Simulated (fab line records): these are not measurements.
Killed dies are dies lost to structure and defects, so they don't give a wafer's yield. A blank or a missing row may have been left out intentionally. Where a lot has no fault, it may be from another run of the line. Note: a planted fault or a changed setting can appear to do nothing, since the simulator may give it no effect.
2 desks looking at one fault + flow gf180mcu + only its own numbers are on each desk; what lay behind them is given at the end

## FOR THE TOOL OWNER'S DESK: rie-diel-03
The tool's own readings at GF_PASSIVATION_ETCH_11 (etches the open film in CF4/O2, stops on TiN, target depth 2040 nm, time 453.3 s): means of the sampled wafers that have a number, for each lot that ran on this tool. The brackets show how far a lot's mean lies from the usual mean; more than 4 standard deviations puts the lot out of limits, marked OUT.
Columns: A = drypump-motor-current-A at GF_PASSIVATION_ETCH_11, usual 5.7 A; B = oes-product-au at GF_PASSIVATION_ETCH_11, usual 0.988 a.u.; C = throttle-valve-pct at GF_PASSIVATION_ETCH_11, usual 5.967 %
| lot  | first seen here | A   | B                | C     |
|------|-----------------|-----|------------------|-------|
| L659 | day 29 23:10    | 5.5 | 0.978            | 5.963 |
| L660 | day 30 04:28    | 5.8 | 0.984            | 5.967 |
| L661 | day 30 10:52    | 5.5 | 0.980            | 5.981 |
| L662 | day 30 19:31    | 5.5 | 0.972            | 5.971 |
| L663 | day 31 00:40    | 5.8 | 0.989            | 5.969 |
| L670 | day 33 04:46    | 5.5 | 0.926 (-6.7) OUT | 5.955 |
This desk finds L670 out of limits, L670 being first, at day 33 04:46 (oes-product-au at GF_PASSIVATION_ETCH_11). Within limits: L659, L660, L661, L662, L663.

## THE METROLOGY DESK
What the gauges read for every lot (on any tool): the sampled wafers with a number, averaged. The brackets show how far a lot's mean lies from the usual mean; more than 4 standard deviations puts the lot out of limits, marked OUT.
Columns: A = V5_OVL at GF_V5_OVL_MEAS_15, usual 2 nm; B = PASSIVATION_CVD_00_THK at GF_PASSIVATION_THK_MEAS_01, usual 998 nm
| lot  | first seen here | A   | B    |
|------|-----------------|-----|------|
| L656 | day 27 01:41    | 2   | 983  |
| L657 | day 27 06:05    | 5   | 1000 |
| L659 | day 28 05:59    | 6   | 994  |
| L660 | day 28 12:02    | 2   | 980  |
| L661 | day 28 18:32    | -10 | 1000 |
| L662 | day 29 03:29    | 3   | 989  |
| L663 | day 29 10:08    | 12  | 1003 |
| L670 | day 31 16:02    | -4  | 996  |
| L674 | day 32 10:18    | 2   | 1022 |
| L677 | day 33 04:47    | 2   | 998  |
| L678 | day 33 10:11    | -1  | 980  |
| L679 | day 33 14:30    | 2   | 995  |
This desk's verdict: no lot among the 12 shows anything out of limits.

## TAKEN TOGETHER
On L670, at day 33 04:46, an alarm was possible from the tool owner's desk.
Nothing out of limits was seen by the metrology desk.
The metrology desk holds a record of L670, inside its limits.
All the named lots went through GF_PASSIVATION_ETCH_11 on rie-diel-03.

## WHAT THE SIMULATOR PUT IN
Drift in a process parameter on rie-diel-03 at GF_PASSIVATION_ETCH_11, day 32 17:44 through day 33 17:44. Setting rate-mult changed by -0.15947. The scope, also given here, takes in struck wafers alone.
Lots struck among those shown: L670.
Time in hours from fault onset to the first out-of-limits reading at each desk: the tool owner's desk, 11.
